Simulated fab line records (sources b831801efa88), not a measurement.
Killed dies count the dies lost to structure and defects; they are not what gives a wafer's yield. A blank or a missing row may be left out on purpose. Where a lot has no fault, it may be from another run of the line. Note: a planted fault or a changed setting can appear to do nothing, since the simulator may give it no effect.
fab line records	flow sky130
record lots=13	wafers=38	last-day=50
route steps=708 shown POLY_CUT@319 RES_XHIGH@336 SD_N@349 PAD_OPEN@708
lots untouched by any fault: they come from a run of this same line in which no faults occurred
start-h: hours from the record's opening day to when the first of the lot's shown wafers began	wait-h: hours from the lot's prior step to this one	" the same as in the row above	L1.1+2: one row covering several wafers at once	- no value, or no start was given	* or withheld: withheld	< > ~ a bound
route shown NAME@n: a module of which the file shows steps, and the number in the route of the first	usual: the fault-free wafers' mean and standard deviation	same: alike in all rows	chamber/n: place in a boat	sites: per-site readings	_std_site: standard deviation across them	_edge_site: the outer-site mean with the inner-site mean subtracted	radius-mm: for every site, how far away it sits from the centre of the wafer	mask NAME#n: copy n	behind: tool/chamber where the wafer was last shaped	hold: the reason the lot was held/the length of the hold in hours/how it ended	device: whichever transistor did not switch (one of n, p or np)	end of line: the route-end tests of the same wafers	a step without rows: its recipe alone	killed: dies lost to structure and defects at the first sort, not the wafer's yield	map: shows each die of a wafer: x if killed, . if not, _ if none is there
set.NAME: the setting as run; set.NAME@STEP: as run at that earlier step	model.NAME: the simulator's own value behind a step, which no gauge read
steps of the route over a sample of lots; a table a step, a row a wafer
services: the hour from which a tool's chamber was out of use, counted from the record's first day as start-h (under 0 if before that day), plus the number of hours and why
## steps
# step SKY_POLY_CUT_STRIP_12
# recipe chemistry=O2/N2	power-w=1400	pressure-mtorr=1500	platen-temp-c=withheld	o2-flow-sccm=3000	n2-flow-sccm=300	overash-fraction=0.5
# usual drypump-motor-current-A=5.96/0.26	oes-product-au=0.452/0.0046	strip-time-to-endpoint-s=5.350/0.017
lot.wafer	tool	chamber	start-h	wait-h	drypump-motor-current-A	oes-product-au	rf-hours-counter-h	strip-time-to-endpoint-s
L110.2	plasma-asher-04	1	563.34	0.0	6.47	0.446	43	5.354
L110.4	"	1	"	"	6.46	0.456	-	5.341
L110.5	"	0	"	"	5.93	0.447	-	5.356
L111.1	plasma-asher-02	1	570.15	0.0	6.26	0.445	13	5.340
L111.2	"	0	"	"	5.73	0.448	13	5.349
L111.6	"	1	"	"	6.27	0.456	-	5.316
L112.1	plasma-asher-02	0	578.50	0.0	5.73	0.457	14	5.308
L112.3	"	1	"	"	6.26	0.444	-	5.334
L112.5	"	0	"	"	5.74	0.453	-	5.351
L114.2	plasma-asher-02	0	598.28	0.0	5.74	0.455	16	5.333
L114.3	"	0	"	"	5.75	0.456	-	5.353
L114.4	"	1	"	"	6.25	0.451	-	5.367
L115.1	plasma-asher-01	0	610.73	0.0	5.94	0.458	94	5.365
L115.3	"	0	"	"	5.94	0.450	-	5.367
L115.5	"	0	"	"	5.93	0.450	-	5.326
L118.1	plasma-asher-02	0	638.88	0.0	5.75	0.450	20	5.334
L118.2	"	1	"	"	6.25	0.449	20	5.348
L118.5	"	0	"	"	5.72	0.452	-	5.365
L120.2	plasma-asher-01	1	655.23	0.0	5.67	0.456	99	5.367
L120.4	"	1	"	"	5.67	0.459	-	5.363
L120.6	"	0	"	"	5.93	0.445	-	5.338
L119.2	plasma-asher-01	1	657.38	0.0	5.69	0.449	99	5.333
L119.4	"	0	"	"	5.90	0.450	-	5.328
L119.6	"	0	"	"	5.92	0.451	-	5.347
L124.1	plasma-asher-01	1	674.69	0.0	5.68	0.446	101	5.366
L124.3	"	1	"	"	5.69	0.450	-	5.358
L124.4	"	0	"	"	5.93	0.455	-	5.338
L127.3	plasma-asher-01	1	703.13	0.1	5.68	0.455	-	5.333
L127.6	"	0	"	"	5.91	0.451	-	5.350
L129.3	plasma-asher-02	1	714.18	0.1	6.26	0.456	-	5.337
L129.4	"	0	"	"	5.72	0.447	-	5.316
L129.6	"	1	"	"	6.27	0.450	-	5.333
L130.1	plasma-asher-02	1	720.19	0.0	6.28	0.456	28	5.362
L130.4	"	1	"	"	6.25	0.451	-	5.365
L130.5	"	0	"	"	5.73	0.441	-	5.371
L132.2	plasma-asher-04	1	736.08	0.1	6.46	0.450	58	5.333
L132.4	"	1	"	"	6.45	0.453	-	5.363
L132.5	"	1	"	"	6.46	0.451	-	5.331
# step SKY_RES_XHIGH_EXPOSE_04
# recipe mask-id=URPM	na=0.6	source-shape=conventional	sigma-outer=0.6	polarization=unpolarized	target-cd-nm=1270	dose-mj=140
lot.wafer	tool	chamber	start-h	wait-h	mask
L110.2+4+5	iline-stepper-02	0	606.62	-	URPM#0
L111.1+2+6	iline-stepper-01	0	613.33	-	URPM#0
L112.1+3+5	iline-stepper-01	0	621.91	-	URPM_R1#0
L114.2+3+4	iline-stepper-01	0	640.82	-	URPM#0
L115.1+3+5	iline-stepper-01	0	654.71	-	URPM#0
L118.1+2+5	iline-stepper-01	0	682.63	-	URPM#0
L120.2+4+6	iline-stepper-02	0	697.66	-	URPM#0
L119.2+4+6	iline-stepper-01	0	699.81	-	URPM#0
L124.1+3+4	iline-stepper-02	0	716.80	-	URPM#0
L127.3+6	iline-stepper-01	0	744.97	-	URPM#0
L129.3+4+6	iline-stepper-02	0	755.10	-	URPM#0
L130.1+4+5	iline-stepper-01	0	759.94	-	URPM#0
L132.2+4+5	iline-stepper-01	0	775.45	-	URPM#0
# step SKY_RES_XHIGH_TW_MEAS_09
# usual RES_XHIGH_TW=1643/11
lot.wafer	tool	chamber	start-h	wait-h	RES_XHIGH_TW
L110.2	film-metro-03	-	621.87	0.1	1654
L110.4	"	-	"	"	1666
L110.5	"	-	"	"	1657
L111.1	film-metro-03	-	627.86	0.1	1652
L111.2	"	-	"	"	1642
L111.6	"	-	"	"	1653
L112.1	film-metro-03	-	636.36	0.1	1648
L112.3	"	-	"	"	1647
L112.5	"	-	"	"	1662
L114.2	film-metro-03	-	655.52	0.1	1654
L114.3	"	-	"	"	1643
L114.4	"	-	"	"	1643
L115.1	film-metro-01	-	668.51	0.1	1653
L115.3	"	-	"	"	1649
L115.5	"	-	"	"	1645
L118.1	film-metro-04	-	696.55	0.1	1628
L118.2	"	-	"	"	1634
L118.5	"	-	"	"	1628
L120.2	film-metro-04	-	712.37	0.1	1629
L120.4	"	-	"	"	1638
L120.6	"	-	"	"	1636
L119.2	film-metro-04	-	713.81	0.1	1641
L119.4	"	-	"	"	1621
L119.6	"	-	"	"	1633
L124.1	film-metro-03	-	730.26	0.1	1652
L124.3	"	-	"	"	1646
L124.4	"	-	"	"	1651
L127.3	film-metro-03	-	757.68	0.1	1650
L127.6	"	-	"	"	1646
L129.3	film-metro-01	-	768.48	0.1	1635
L129.4	"	-	"	"	1644
L129.6	"	-	"	"	1638
L130.1	film-metro-03	-	773.60	0.1	1638
L130.4	"	-	"	"	1633
L130.5	"	-	"	"	1631
L132.2	film-metro-03	-	788.67	0.1	1642
L132.4	"	-	"	"	1642
L132.5	"	-	"	"	1642
# step SKY_SD_N_CD_MEAS_07
# recipe target-cd-nm=380
# usual cd-nm=380.4/2.3
lot.wafer	tool	chamber	start-h	wait-h	cd-nm
L110.2	cd-sem-02	-	649.92	0.1	381.0
L110.4	"	-	"	"	381.6
L110.5	"	-	"	"	381.5
L111.1	cd-sem-01	-	656.71	0.1	380.4
L111.2	"	-	"	"	381.2
L111.6	"	-	"	"	380.7
L112.1	cd-sem-01	-	664.20	0.1	382.8
L112.3	"	-	"	"	382.8
L112.5	"	-	"	"	381.5
L114.2	cd-sem-02	-	683.82	0.1	378.8
L114.3	"	-	"	"	378.7
L114.4	"	-	"	"	377.3
L115.1	cd-sem-01	-	696.09	0.1	380.7
L115.3	"	-	"	"	382.6
L115.5	"	-	"	"	380.4
L118.1	cd-sem-01	-	724.70	0.1	381.0
L118.2	"	-	"	"	380.1
L118.5	"	-	"	"	379.6
L120.2	cd-sem-01	-	739.83	0.1	381.0
L120.4	"	-	"	"	380.0
L120.6	"	-	"	"	380.2
L119.2	cd-sem-02	-	741.42	0.1	378.0
L119.4	"	-	"	"	376.5
L119.6	"	-	"	"	376.0
L124.1	cd-sem-01	-	756.84	0.1	386.3
L124.3	"	-	"	"	384.3
L124.4	"	-	"	"	381.7
L127.3	cd-sem-02	-	784.33	0.1	382.0
L127.6	"	-	"	"	382.5
L129.3	cd-sem-01	-	794.78	0.1	382.1
L129.4	"	-	"	"	379.3
L129.6	"	-	"	"	378.8
L130.1	cd-sem-02	-	799.45	0.1	378.6
L130.4	"	-	"	"	377.8
L130.5	"	-	"	"	376.8
L132.2	cd-sem-02	-	815.22	0.1	377.4
L132.4	"	-	"	"	378.8
L132.5	"	-	"	"	378.9
# step SKY_PAD_OPEN_PROBE_99
# usual defect-limited-yield=82.6/1.8	killed_at_M0_to_M3=43/6.3	killed_at_M4_up=3.0/1.6	killed-at-contacts=25/5	killed-at-front-end=15/4.4	killed-at-other=0.3/0.8	killed-dies=85/8.7	killed-open=47/6.9	killed-short=38/6.3	sort_bin_3_pad_short=0.9/0.39	sort_bin_5_function=10.3/1.3	sort_bin_6_memory=6.2/1.1	sort-n-pass=407/8.8	sort-yield-pct=82.6/1.8
# same gross-dies=492	killed-at-back-side=0	sort_bin_4_leakage[%]=0	sort_bin_8_speed[%]=0
lot.wafer	tool	chamber	start-h	wait-h	defect-limited-yield[%]	killed_at_M0_to_M3	killed_at_M4_up	killed-at-contacts	killed-at-front-end	killed-at-other	killed-dies	killed-open	killed-short	sort_bin_3_pad_short[%]	sort_bin_5_function[%]	sort_bin_6_memory[%]	sort-n-pass	sort-yield-pct[%]
L110.2	prober-01	-	1077.99	0.1	86.2	30	3	24	11	0	68	34	34	1.4	7.5	4.9	424	86.2
L110.4	prober-01	-	1078.09	0.2	84.3	33	2	27	15	0	77	44	33	0.8	8.3	6.5	415	84.3
L110.5	prober-01	-	1078.14	0.2	82.5	38	0	28	19	1	86	49	37	1.0	8.9	7.5	406	82.5
L111.1	prober-02	-	1083.54	0.1	79.3	45	3	34	20	0	102	54	48	0.8	13.0	6.9	390	79.3
L111.2	prober-02	-	1083.59	0.1	81.3	46	5	24	17	0	92	45	47	1.2	11.2	6.3	400	81.3
L111.6	prober-02	-	1083.79	0.2	84.1	40	3	19	16	0	78	32	46	1.0	9.6	5.3	414	84.1
L114.2	prober-01	-	1101.13	0.1	80.1	52	5	24	16	1	98	51	47	0.4	11.6	7.9	394	80.1
L114.3	prober-01	-	1101.18	0.2	80.3	51	5	17	24	0	97	46	51	1.2	12.2	6.3	395	80.3
L114.4	prober-01	-	1101.23	0.2	82.7	35	3	27	20	0	85	42	43	1.0	10.4	5.9	407	82.7
L115.1	prober-02	-	1113.78	0.1	80.3	51	2	31	12	1	97	62	35	1.4	10.6	7.7	395	80.3
L115.3	prober-02	-	1113.88	0.2	82.5	38	4	27	16	1	86	49	37	1.8	11.0	4.7	406	82.5
L115.5	prober-02	-	1113.98	0.2	82.5	41	3	34	8	0	86	46	40	1.0	9.3	7.1	406	82.5
L118.1	prober-02	-	1135.88	0.1	82.1	43	1	26	18	0	88	43	45	1.0	12.2	4.7	404	82.1
L118.2	prober-02	-	1135.93	0.1	80.5	56	1	22	16	1	96	45	51	1.0	11.2	7.3	396	80.5
L118.5	prober-02	-	1136.08	0.2	82.7	43	5	21	16	0	85	50	35	0.8	11.2	5.3	407	82.7
L120.2	prober-02	-	1142.86	0.1	80.3	37	7	36	16	1	97	58	39	0.6	11.8	7.3	395	80.3
L120.4	prober-02	-	1142.96	0.2	82.5	35	2	24	22	3	86	55	29	0.6	10.2	6.7	406	82.5
L120.6	prober-02	-	1143.06	0.2	82.3	45	1	30	10	1	87	49	38	0.8	9.6	7.3	405	82.3
L119.2	prober-01	-	1143.69	0.1	84.6	30	2	27	17	0	76	36	40	0.6	10.0	4.9	416	84.6
L119.4	prober-01	-	1143.79	0.2	80.1	52	3	32	10	1	98	57	41	1.0	12.0	6.9	394	80.1
L119.6	prober-01	-	1143.89	0.2	83.5	35	4	25	16	1	81	43	38	0.8	8.3	7.3	411	83.5
L124.1	prober-01	-	1157.17	0.1	81.9	49	3	22	15	0	89	45	44	0.8	9.1	8.1	403	81.9
L124.3	prober-01	-	1157.27	0.2	83.1	41	1	23	18	0	83	34	49	1.4	8.7	6.7	409	83.1
L124.4	prober-01	-	1157.32	0.2	85.6	42	1	22	6	0	71	45	26	0.4	9.6	4.5	421	85.6
L127.3	prober-01	-	1175.88	0.2	85.0	35	2	23	14	0	74	42	32	0.8	9.3	4.9	418	85.0
L127.6	prober-01	-	1176.03	0.2	84.8	46	4	17	8	0	75	51	24	0.4	7.9	6.9	417	84.8
L129.3	prober-02	-	1179.13	0.2	83.3	39	4	21	17	1	82	42	40	1.0	10.6	5.1	410	83.3
L129.4	prober-02	-	1179.18	0.2	81.1	43	4	29	16	1	93	39	54	1.0	11.4	6.5	399	81.1
L129.6	prober-02	-	1179.28	0.2	81.5	56	3	21	11	0	91	39	52	1.2	11.0	6.3	401	81.5
L130.1	prober-02	-	1182.12	0.1	84.8	42	2	19	9	3	75	44	31	0.8	8.7	5.7	417	84.8
L130.4	prober-02	-	1182.27	0.2	81.9	46	4	27	12	0	89	59	30	0.2	10.8	7.1	403	81.9
L130.5	prober-02	-	1182.32	0.2	80.3	45	5	31	16	0	97	56	41	1.6	11.2	6.9	395	80.3
L132.2	prober-02	-	1195.82	0.1	85.2	36	4	24	9	0	73	36	37	1.2	8.1	5.5	419	85.2
L132.4	prober-02	-	1195.92	0.2	82.7	42	2	29	12	0	85	47	38	1.0	8.5	7.7	407	82.7
L132.5	prober-02	-	1195.97	0.2	83.3	46	5	21	10	0	82	42	40	0.4	10.0	6.3	410	83.3
# killed by level:class
L110.2 CONTACT:geometric-particle:open=10 VIA1:geometric-particle:open=7 LOCAL_INTERCONNECT:geometric-particle:short=6 VIA2:geometric-particle:open=4 VIA3:geometric-particle:open=4 FIELD_ISO:geometric-particle:short=3 LI_CONTACT:geometric-particle:open=3 METAL1:geometric-particle:short=3
L110.4 VIA1:geometric-particle:open=11 CONTACT:geometric-particle:open=8 LI_CONTACT:geometric-particle:open=6 CONTACT:geometric-particle:short=5 VIA2:geometric-particle:open=5 FIELD_ISO:geometric-particle:short=4 FIELD_ISO:geometric-particle:open=4 LOCAL_INTERCONNECT:geometric-particle:short=4
L110.5 CONTACT:geometric-particle:open=14 VIA3:geometric-particle:open=8 METAL1:geometric-particle:short=7 FIELD_ISO:geometric-particle:open=5 POLY_GATE:geometric-particle:short=5 LI_CONTACT:geometric-particle:open=5 VIA2:geometric-particle:open=5 CONTACT:geometric-particle:short=4
L111.1 VIA1:geometric-particle:open=12 LI_CONTACT:geometric-particle:open=10 CONTACT:geometric-particle:open=9 METAL1:geometric-particle:short=7 CONTACT:geometric-particle:short=6 FIELD_ISO:geometric-particle:short=5 FIELD_ISO:geometric-particle:open=5 METAL2:geometric-particle:short=5
L111.2 VIA1:geometric-particle:open=12 LI_CONTACT:geometric-particle:open=8 CONTACT:geometric-particle:short=8 VIA2:geometric-particle:open=7 METAL1:geometric-particle:short=6 METAL2:geometric-particle:short=5 FIELD_ISO:geometric-particle:short=4 POLY_GATE:geometric-particle:open=4
L111.6 VIA1:geometric-particle:short=9 POLY_GATE:geometric-particle:short=7 CONTACT:geometric-particle:open=7 FIELD_ISO:geometric-particle:open=6 VIA2:geometric-particle:open=6 VIA2:geometric-particle:short=6 VIA1:geometric-particle:open=5 LI_CONTACT:geometric-particle:short=4
L114.2 CONTACT:geometric-particle:open=11 METAL2:geometric-particle:short=10 VIA3:geometric-particle:open=9 FIELD_ISO:geometric-particle:open=8 VIA1:geometric-particle:open=8 VIA1:geometric-particle:short=7 METAL1:geometric-particle:short=5 VIA2:geometric-particle:short=5
L114.3 VIA1:geometric-particle:open=9 VIA3:geometric-particle:open=9 LOCAL_INTERCONNECT:geometric-particle:short=7 FIELD_ISO:geometric-particle:short=6 VIA1:geometric-particle:short=6 METAL2:geometric-particle:short=6 POLY_GATE:geometric-particle:open=5 METAL1:geometric-particle:short=5
L114.4 VIA1:geometric-particle:open=9 LI_CONTACT:geometric-particle:open=7 METAL2:geometric-particle:short=7 FIELD_ISO:geometric-particle:short=6 CONTACT:geometric-particle:open=6 LOCAL_INTERCONNECT:geometric-particle:short=5 VIA3:geometric-particle:open=5 POLY_CUT:geometric-particle:open=4
L115.1 CONTACT:geometric-particle:open=15 VIA1:geometric-particle:open=13 LI_CONTACT:geometric-particle:open=9 METAL2:geometric-particle:short=7 VIA2:geometric-particle:open=6 METAL1:geometric-particle:open=5 METAL1:geometric-particle:short=5 FIELD_ISO:geometric-particle:short=4
L115.3 VIA1:geometric-particle:open=11 CONTACT:geometric-particle:open=9 VIA3:geometric-particle:open=8 LI_CONTACT:geometric-particle:open=6 FIELD_ISO:geometric-particle:short=5 VIA2:geometric-particle:open=5 LOCAL_INTERCONNECT:geometric-particle:short=5 CONTACT:geometric-particle:short=5
L115.5 CONTACT:geometric-particle:open=13 VIA1:geometric-particle:open=11 VIA1:geometric-particle:short=7 METAL1:geometric-particle:short=7 VIA3:geometric-particle:open=7 LI_CONTACT:geometric-particle:short=6 CONTACT:geometric-particle:short=6 LI_CONTACT:geometric-particle:open=5
L118.1 CONTACT:geometric-particle:open=12 VIA1:geometric-particle:open=10 VIA3:geometric-particle:open=7 METAL2:geometric-particle:short=7 FIELD_ISO:geometric-particle:open=5 LOCAL_INTERCONNECT:geometric-particle:short=5 METAL1:geometric-particle:short=5 FIELD_ISO:geometric-particle:short=4
L118.2 VIA1:geometric-particle:open=12 VIA1:geometric-particle:short=9 CONTACT:geometric-particle:short=8 METAL1:geometric-particle:short=8 POLY_GATE:geometric-particle:short=7 VIA3:geometric-particle:open=7 CONTACT:geometric-particle:open=7 METAL3:geometric-particle:short=6
L118.5 VIA3:geometric-particle:open=8 VIA1:geometric-particle:open=7 POLY_GATE:geometric-particle:open=6 CONTACT:geometric-particle:open=6 VIA1:geometric-particle:short=5 LI_CONTACT:geometric-particle:open=5 VIA2:geometric-particle:open=5 FIELD_ISO:geometric-particle:open=4
L120.2 CONTACT:geometric-particle:open=14 LI_CONTACT:geometric-particle:open=11 VIA3:geometric-particle:open=7 VIA2:geometric-particle:open=6 METAL3:geometric-particle:short=5 LOCAL_INTERCONNECT:geometric-particle:short=4 VIA1:geometric-particle:open=4 METAL1:geometric-particle:short=4
L120.4 VIA3:geometric-particle:open=10 VIA1:geometric-particle:open=9 POLY_GATE:geometric-particle:open=7 LOCAL_INTERCONNECT:geometric-particle:short=7 CONTACT:geometric-particle:open=6 LI_CONTACT:geometric-particle:open=6 FIELD_ISO:geometric-particle:open=5 POLY_GATE:geometric-particle:short=5
L120.6 CONTACT:geometric-particle:open=9 CONTACT:geometric-particle:short=8 VIA2:geometric-particle:open=8 LI_CONTACT:geometric-particle:open=7 VIA1:geometric-particle:open=7 VIA3:geometric-particle:short=7 VIA3:geometric-particle:open=6 POLY_GATE:geometric-particle:open=5
L119.2 LI_CONTACT:geometric-particle:open=7 POLY_GATE:geometric-particle:open=5 METAL1:geometric-particle:short=5 CONTACT:geometric-particle:short=5 CONTACT:geometric-particle:open=5 VIA3:geometric-particle:open=5 METAL2:geometric-particle:short=5 LI_CONTACT:geometric-particle:short=4
L119.4 VIA1:geometric-particle:open=19 CONTACT:geometric-particle:open=10 VIA3:geometric-particle:open=9 LOCAL_INTERCONNECT:geometric-particle:short=8 LI_CONTACT:geometric-particle:open=7 CONTACT:geometric-particle:short=6 VIA1:geometric-particle:short=6 VIA3:geometric-particle:short=5
L119.6 CONTACT:geometric-particle:open=11 VIA1:geometric-particle:open=11 CONTACT:geometric-particle:short=6 VIA2:geometric-particle:open=5 VIA3:geometric-particle:open=5 FIELD_ISO:geometric-particle:short=4 LI_CONTACT:geometric-particle:open=4 METAL4:geometric-particle:short=4
L124.1 CONTACT:geometric-particle:open=11 VIA3:geometric-particle:open=8 VIA1:geometric-particle:short=7 METAL2:geometric-particle:short=6 METAL1:geometric-particle:short=6 VIA1:geometric-particle:open=6 POLY_GATE:geometric-particle:short=5 LOCAL_INTERCONNECT:geometric-particle:short=5
L124.3 FIELD_ISO:geometric-particle:short=9 CONTACT:geometric-particle:short=7 VIA3:geometric-particle:open=6 VIA2:geometric-particle:open=6 LI_CONTACT:geometric-particle:open=5 CONTACT:geometric-particle:open=5 VIA1:geometric-particle:open=5 VIA2:geometric-particle:short=5
L124.4 VIA1:geometric-particle:open=10 CONTACT:geometric-particle:open=9 VIA2:geometric-particle:open=7 LI_CONTACT:geometric-particle:open=6 VIA3:geometric-particle:open=6 METAL1:geometric-particle:short=5 VIA1:geometric-particle:short=5 FIELD_ISO:geometric-particle:open=3
L127.3 CONTACT:geometric-particle:open=9 LI_CONTACT:geometric-particle:open=6 LOCAL_INTERCONNECT:geometric-particle:short=6 VIA2:geometric-particle:open=6 VIA3:geometric-particle:open=6 FIELD_ISO:geometric-particle:short=4 METAL1:geometric-particle:short=4 VIA1:geometric-particle:open=4
L127.6 VIA1:geometric-particle:open=13 VIA3:geometric-particle:open=11 METAL1:geometric-particle:short=6 CONTACT:geometric-particle:open=5 VIA2:geometric-particle:open=4 FIELD_ISO:geometric-particle:open=3 POLY_GATE:geometric-particle:short=3 LI_CONTACT:geometric-particle:open=3
L129.3 VIA1:geometric-particle:open=12 CONTACT:geometric-particle:open=7 VIA1:geometric-particle:short=7 CONTACT:geometric-particle:short=6 FIELD_ISO:geometric-particle:open=5 POLY_GATE:geometric-particle:open=5 VIA3:geometric-particle:open=4 METAL4:geometric-particle:short=4
L129.4 CONTACT:geometric-particle:open=11 VIA1:geometric-particle:short=11 VIA1:geometric-particle:open=9 CONTACT:geometric-particle:short=8 METAL1:geometric-particle:short=7 LOCAL_INTERCONNECT:geometric-particle:short=5 SPACER:geometric-particle:open=4 VIA3:geometric-particle:open=4
L129.6 VIA1:geometric-particle:open=13 CONTACT:geometric-particle:open=9 METAL1:geometric-particle:short=9 LOCAL_INTERCONNECT:geometric-particle:short=7 VIA1:geometric-particle:short=7 VIA3:geometric-particle:short=7 FIELD_ISO:geometric-particle:short=5 VIA3:geometric-particle:open=5
L130.1 VIA1:geometric-particle:open=10 VIA2:geometric-particle:open=7 VIA3:geometric-particle:open=7 FIELD_ISO:geometric-particle:open=5 LI_CONTACT:geometric-particle:open=5 CONTACT:geometric-particle:open=5 METAL1:geometric-particle:short=5 METAL2:geometric-particle:short=4
L130.4 CONTACT:geometric-particle:open=12 VIA1:geometric-particle:open=12 VIA2:geometric-particle:open=11 VIA3:geometric-particle:open=9 LI_CONTACT:geometric-particle:open=8 VIA1:geometric-particle:short=6 LOCAL_INTERCONNECT:geometric-particle:short=3 FIELD_ISO:geometric-particle:open=3
L130.5 CONTACT:geometric-particle:open=14 VIA1:geometric-particle:open=12 METAL1:geometric-particle:short=8 VIA2:geometric-particle:open=8 LI_CONTACT:geometric-particle:open=7 METAL2:geometric-particle:short=6 VIA3:geometric-particle:open=6 POLY_GATE:geometric-particle:short=5
L132.2 CONTACT:geometric-particle:open=14 VIA1:geometric-particle:open=7 METAL2:geometric-particle:short=6 CONTACT:geometric-particle:short=5 FIELD_ISO:geometric-particle:short=4 METAL1:geometric-particle:short=4 VIA2:geometric-particle:open=4 LI_CONTACT:geometric-particle:open=3
L132.4 CONTACT:geometric-particle:open=16 VIA1:geometric-particle:open=11 CONTACT:geometric-particle:short=6 METAL1:geometric-particle:short=6 VIA1:geometric-particle:short=5 VIA2:geometric-particle:open=4 VIA3:geometric-particle:short=4 VIA3:geometric-particle:open=4
L132.5 VIA1:geometric-particle:open=15 LI_CONTACT:geometric-particle:open=6 CONTACT:geometric-particle:open=6 METAL1:geometric-particle:short=5 VIA3:geometric-particle:open=5 VIA1:geometric-particle:short=5 VIA3:geometric-particle:short=5 LOCAL_INTERCONNECT:geometric-particle:short=4
## services
tool	chamber	start-h	hours	kind
plasma-asher-04	-	576.71	5.3	repair
plasma-asher-04	-	581.60	2.7	repair
plasma-asher-04	-	584.80	10.9	repair
iline-stepper-01	-	605.99	1.7	pm
plasma-asher-04	-	623.90	10.2	repair
iline-stepper-02	-	636.50	0.6	repair
iline-stepper-01	-	658.86	1.2	repair
iline-stepper-02	-	705.33	1.7	pm
plasma-asher-02	-	729.60	15.6	pm
plasma-asher-01	-	733.75	9.0	pm
plasma-asher-01	0	733.75	9.0	vent-cycle
plasma-asher-01	1	733.75	9.0	vent-cycle
plasma-asher-01	0	742.75	-	clean
plasma-asher-01	1	742.75	-	clean
plasma-asher-02	-	756.63	11.1	repair
## key
first-sign step=SKY_RES_XHIGH_EXPOSE_04	reading=mask	direction=changed
effect none on later readings
met-at SKY_RES_XHIGH_EXPOSE_04
struck-lots L112
rows-end L112.1,L112.3,L112.5
not-acting-at SKY_POLY_CUT_STRIP_12,SKY_RES_XHIGH_TW_MEAS_09,SKY_SD_N_CD_MEAS_07
onset-between 613.33 621.91
fault kind=wrong-mask	tool=any	chamber=-	onset-h=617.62	steps=SKY_RES_XHIGH_EXPOSE_04	aux-copy=URPM_R1#0	cd-offset-nm=190	scope=struck-lots-only
# rows-end: these wafers met a further fault down the route, and their rows from its step on are left out
